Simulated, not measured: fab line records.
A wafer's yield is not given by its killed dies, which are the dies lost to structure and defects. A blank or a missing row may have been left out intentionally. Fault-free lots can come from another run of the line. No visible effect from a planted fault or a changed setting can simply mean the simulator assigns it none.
Which tool did it? | flow sky130 | Sampling: 12 lots, 36 wafers, 4 of 708 route steps

WHAT EACH GAUGE READ, for each wafer
SKY_FIELD_ISO_THK_MEAS_23.
lot  | measured    | on            | FIELD_ISO_OXIDATION_01_THK (nm)
L402 | day 2 16:04 | film_metro-02 | 9.87 10.00 9.90
L405 | day 3 03:11 | film_metro-03 | 10.04 9.78 9.85
L406 | day 3 14:18 | film_metro-02 | 9.77 9.84 9.93
L407 | day 4 03:01 | film_metro-02 | 9.90 10.14 9.97
L408 | day 4 03:02 | film_metro-03 | 10.20 10.42 10.08
L413 | day 5 01:16 | film_metro-02 | 10.10 10.01 10.14
L414 | day 5 06:07 | film_metro-01 | 10.08 10.06 10.08
L416 | day 5 15:23 | film_metro-02 | 9.98 10.00 10.05
L418 | day 6 00:55 | film_metro-02 | 9.97 9.98 9.98
L421 | day 6 16:39 | film_metro-02 | 10.15 9.99 10.27
L422 | day 6 20:44 | film_metro-01 | 10.09 9.90 9.99
L424 | day 7 10:44 | film_metro-02 | 9.79 9.93 9.83

SKY_VT_ADJUST_HVTP_CD_MEAS_07: the cd target is 380 nm.
lot  | measured     | on        | cd_nm (nm)
L402 | day 6 22:25  | cd_sem-01 | 382.6 384.9 383.1
L405 | day 7 10:35  | cd_sem-02 | 375.0 374.2 376.8
L406 | day 7 23:56  | cd_sem-01 | 378.2 379.7 380.0
L407 | day 8 14:54  | cd_sem-02 | 383.2 384.3 383.6
L408 | day 8 17:18  | cd_sem-02 | 376.6 376.3 378.7
L413 | day 9 10:48  | cd_sem-02 | 380.7 380.7 381.6
L414 | day 9 13:28  | cd_sem-01 | 380.9 378.7 378.5
L416 | day 10 03:27 | cd_sem-01 | 377.9 379.1 378.7
L418 | day 10 18:35 | cd_sem-01 | 378.5 378.1 379.0
L421 | day 11 09:47 | cd_sem-02 | 377.6 377.8 378.3
L422 | day 11 16:14 | cd_sem-02 | 376.0 375.8 375.6
L424 | day 12 06:28 | cd_sem-02 | 375.7 379.7 379.5

SKY_VT_ADJUST_NCORE_TW_MEAS_11.
lot  | measured     | on            | VT_ADJUST_NCORE_TW
L402 | day 9 11:28  | film_metro-02 | 223.0 223.7 221.8
L405 | day 10 03:40 | film_metro-03 | 218.4 218.0 218.3
L406 | day 10 17:27 | film_metro-03 | 217.8 218.0 218.0
L407 | day 11 09:44 | film_metro-01 | 220.8 219.7 221.0
L408 | day 11 12:50 | film_metro-03 | 217.4 215.3 217.3
L413 | day 12 09:51 | film_metro-01 | 220.6 221.4 219.6
L414 | day 12 11:53 | film_metro-01 | 220.7 219.4 220.6
L416 | day 13 03:03 | film_metro-03 | 227.4 225.8 227.7
L418 | day 13 20:01 | film_metro-03 | 227.1 227.1 227.0
L421 | day 14 14:02 | film_metro-01 | 228.8 228.9 229.3
L422 | day 14 19:49 | film_metro-03 | 218.6 219.0 219.1
L424 | day 15 10:38 | film_metro-02 | 221.9 221.5 222.1

EACH LOT AND THE TOOL THAT RAN IT (in order: tool; ch and the chambers of the sampled wafers; start)
lot  | SKY_VT_ADJUST_NCORE_IMPLANT_09
L402 | implanter-04 ch 0, day 9 11:13
L405 | implanter-04 ch 0, day 10 03:26
L406 | implanter-02 ch 0, day 10 17:13
L407 | implanter-04 ch 0, day 11 09:30
L408 | implanter-02 ch 0, day 11 12:37
L413 | implanter-04 ch 0, day 12 09:37
L414 | implanter-04 ch 0, day 12 11:38
L416 | implanter-04 ch 0, day 13 02:50
L418 | implanter-04 ch 0, day 13 19:46
L421 | implanter-04 ch 0, day 14 13:47
L422 | implanter-01 ch 0, day 14 19:35
L424 | implanter-02 ch 0, day 15 10:23
- SKY_VT_ADJUST_NCORE_IMPLANT_09

AS READ BY THE TOOLS THEMSELVES (means over the sampled wafers that have a number; for cases with no such wafer, the mark the record gives instead)
SKY_VT_ADJUST_NCORE_IMPLANT_09.
lot  | tool         | beam_energy_keV
L402 | implanter-04 | 10.000
L405 | implanter-04 | 10.004
L406 | implanter-02 | 9.999
L407 | implanter-04 | 10.000
L408 | implanter-02 | 9.999
L413 | implanter-04 | 10.001
L414 | implanter-04 | 9.997
L416 | implanter-04 | 12.145
L418 | implanter-04 | 12.152
L421 | implanter-04 | 12.146
L422 | implanter-01 | 9.998
L424 | implanter-02 | 10.003

THE ANSWER, worked out from the rows above alone
Rule: usual is defined by the lots themselves. Put in order of their means at a reading, lots are off if they are a third of the lots or fewer, leave a main group of 4 or more, and stand apart from it by a gap of 3 or more times the standard deviation of the main group's means; of several such gaps the widest counts. If all means in a main group match to the digits the tables above print for the reading, that group is not used. Also off: a lot with no number at a reading for which 4 or more lots have one. Where the step has rows for the other lots, those lots are counted as sound. After the gauges, taken in route order, come the tools' own readings; for these a lot's mean is taken, as printed above. At the first step where some lot is off, the reading lying furthest off is the one used; lots without a number count as furthest.
Off at SKY_VT_ADJUST_NCORE_IMPLANT_09 (beam_energy_keV): L416, L418, L421. For the main group the mean is 10.000 and the standard deviation 0.0021.
If a tool, at that step or one of the process steps before it, ran each lot that is off and ran no sound lot following the first of them, it fits. One fits: implanter-04 at SKY_VT_ADJUST_NCORE_IMPLANT_09. A fault onset in the window from L414 (day 12 11:38, its last sound lot) to L416 (day 13 02:50, its first lot off) fits.
The tool's own readings at SKY_VT_ADJUST_NCORE_IMPLANT_09 bear it out: on the lots that are off they differ by more than 5 times the standard deviation of the sound lots' means. beam_energy_keV reads 12.148 there against 10.000 on the sound lots.

WHAT HAD BEEN PUT IN BY THE SIMULATOR
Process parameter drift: implanter-04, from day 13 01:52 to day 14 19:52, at SKY_VT_ADJUST_NCORE_IMPLANT_09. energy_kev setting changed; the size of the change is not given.
Lots struck among those shown: L416, L418, L421. This agrees with what the rule above found.
